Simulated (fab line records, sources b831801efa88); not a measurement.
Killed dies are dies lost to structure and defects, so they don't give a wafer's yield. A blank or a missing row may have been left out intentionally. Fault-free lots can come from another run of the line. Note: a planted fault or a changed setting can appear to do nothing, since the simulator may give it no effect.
Matching of chambers ; flow gf180mcu ; GF_V2_CMP_04 on cmp-02 has 4 sister chambers
The step polishes SiO2. 8 wafers are shown with their chamber, then 7 later ones without.

## WAFERS, EACH WITH ITS CHAMBER
wafer;chamber;motor-current-A (A);slurry-flow-ml-min
L854.2;1;10.7;150.3
L857.2;1;10.8;151.0
L857.3;2;11.4;150.2
L857.4;0;10.8;150.2
L858.1;2;12.0;150.3
L858.2;3;10.6;149.9
L858.4;0;10.2;149.9
L860.1;3;10.5;150.2

## WAFERS WHOSE CHAMBER IS MISSING
wafer;motor-current-A (A);slurry-flow-ml-min
L860.2;11.0;149.7
L860.4;10.7;150.3
L868.3;10.8;150.5
L868.6;11.5;149.7
L871.3;10.5;150.4
L871.4;12.0;149.2
L871.5;10.4;149.5

## THE CHAMBER EACH PASSED THROUGH
wafer;from the rows above;in truth
L860.2;can't be placed: 3 or 0 or 2 or 1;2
L860.4;can't be placed: 3 or 0 or 1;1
L868.3;can't be placed: 1 or 3 or 0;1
L868.6;can't be placed: 2 or 3 or 0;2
L871.3;can't be placed: 1 or 0 or 3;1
L871.4;can't be placed: 2 or 3 or 0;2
L871.5;can't be placed: 0 or 3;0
Placed correctly: 0 of 7. Can't be placed from these rows: 7 (the true chamber is among the candidates in 7). Wrongly placed: 0.
How it was worked out, from the rows above alone: a wafer's distance from a chamber is the root of the sum, over the readings, of the square of ((its reading less the chamber's mean) divided by the reading's scatter). The wafer belongs to the nearest chamber; if the next one is less than 2 further off, it can't be placed. The mean given for a chamber averages the wafers shown for that chamber. The scatter: the root of (the sum of the squares of (reading less its chamber's mean) over the shown wafers, divided by (wafers less chambers)).
